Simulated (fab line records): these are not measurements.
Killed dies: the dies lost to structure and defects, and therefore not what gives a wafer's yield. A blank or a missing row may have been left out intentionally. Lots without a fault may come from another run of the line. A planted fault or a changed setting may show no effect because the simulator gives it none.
Struck lot and sound lot, side by side -- flow sky130 -- 15 steps out of a route of 708
Sound: these wafers, L969.1, L969.4, L969.6. Wafers struck: L976.2, L976.4, L976.5. The cause comes at the end.
For every step that has rows: the tool of each side, followed by ch and its chambers, followed by its first start. Under that, the readings that differ: sound wafers -- struck wafers -- difference of the means -- sigmas: that difference in standard deviations of wafers without a fault.
alike: a reading whose means differ by less than 2 such deviations, as well as words and numbers matching on both sides. not compared: withheld readings; readings where some wafer has no value; bounds like >300 that might hide an equal value; numbers whose values overlap and for which the record gives no deviation.
Wherever a step has rows on one side only, a row that says differs or no value, or a row with sigmas, the two part there. Non-overlapping numbers with no deviation appear without sigmas and do not part them. A reading missing from all wafers of one side parts the sides only when that side holds two or more wafers.

first, 3 steps without rows for these wafers: SKY_SONOS_ONO_WET_ETCH_18 (etches Si3N4 in H3PO4, target depth 15 nm, time 172 s); SKY_GATE_OXIDE_CLEAN_00 (cleans in SC1/SC2, time 150 s); SKY_GATE_OXIDE_OXIDATION_01 (stabilise 600 s, purge 300 s, target thk 10.268 nm).
SKY_GATE_OXIDE_THK_MEAS_02:
  sound on film-metro-03, day 13 14:02; struck on film-metro-03, day 15 20:25
  alike: GATE_OXIDE_OXIDATION_00_THK
then, 7 steps without rows for these wafers: SKY_GATE_OXIDE_DEHYDRATE_03 (time 60 s); SKY_GATE_OXIDE_HMDS_04 (prime time 60 s); SKY_GATE_OXIDE_COAT_05 (resist thk 1140 nm); SKY_GATE_OXIDE_SOFTBAKE_06 (time 60 s); SKY_GATE_OXIDE_EXPOSE_07 (exposes mask LVOM, target cd 600 nm); SKY_GATE_OXIDE_PEB_08; SKY_GATE_OXIDE_DEVELOP_09 (develop time 60 s).
SKY_GATE_OXIDE_OVL_MEAS_10:
  sound on overlay-01, day 14 16:02; struck on overlay-01, day 17 00:40
  alike: GATE_OXIDE_OVL
SKY_GATE_OXIDE_IMPLANT_11:
  sound on implanter-02 ch 0, day 14 16:05; struck on implanter-02 ch 0, day 17 00:43
reading,sound,struck,difference,sigmas
beam-energy-keV,10.000 10.003 10.005,11.142 11.147 11.147,+1.143,+99 or more
model.implant.rp-nm (nm),33.32 33.32 33.32,36.31 36.31 36.31,+2.99,
model.implant.drp-nm (nm),17.11 17.11 17.11,18.48 18.48 18.48,+1.37,
then, 1 step without rows for these wafers: SKY_GATE_OXIDE_WET_ETCH_12 (etches SiO2 in dHF, target depth 16.8 nm, time 336 s).
-- the record jumps here: 31 days lie between the struck wafers' starts before and after (it left off in module GATE_OXIDE and takes up again in module PAD_OPEN, whose first step shown is number 708 of the route) --
SKY_PAD_OPEN_PROBE_99:
  sound on prober-01, day 46 11:14; struck on prober-01, day 48 02:41
reading,sound,struck,difference,sigmas
model.etest.pfet_01v8_lvt.off-log10-a-um,-8.87 -9.055 -9.165,-8.243 -7.949 -8.223,+0.892,
model.etest.pfet_01v8_lvt.vt-sat-v (V),-0.4481 -0.4601 -0.459,-0.3878 -0.3841 -0.3867,+0.0695,
model.etest.pfet_01v8_lvt.vt-v (V),-0.5403 -0.5503 -0.5491,-0.4903 -0.4884 -0.4941,+0.0556,
model.etest.pfet_01v8_lvt.vt-long-v (V),-0.6598 -0.6638 -0.6656,-0.6159 -0.6129 -0.6171,+0.0478,
model.etest.pfet_01v8_lvt.body-rise-v (V),-0.1984 -0.1971 -0.1983,-0.2091 -0.2085 -0.2061,-0.0100,
  alike: killed_at_M0_to_M3, killed_at_M4_up, killed-at-contacts, killed-at-front-end, killed-at-other, killed-dies, killed-on-rim, killed-open, killed-short
  not compared: model.etest.nfet_01v8_lvt.vt-long-v, model.etest.pfet_01v8.body-rise-v

WHERE THEY PART
Only at SKY_GATE_OXIDE_IMPLANT_11, as far as this record shows. Later steps at which nothing parts them and some readings are alike: SKY_PAD_OPEN_PROBE_99.

WHY: whatever the simulator had introduced
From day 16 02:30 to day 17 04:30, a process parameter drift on implanter-02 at SKY_GATE_OXIDE_IMPLANT_11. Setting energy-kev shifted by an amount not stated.
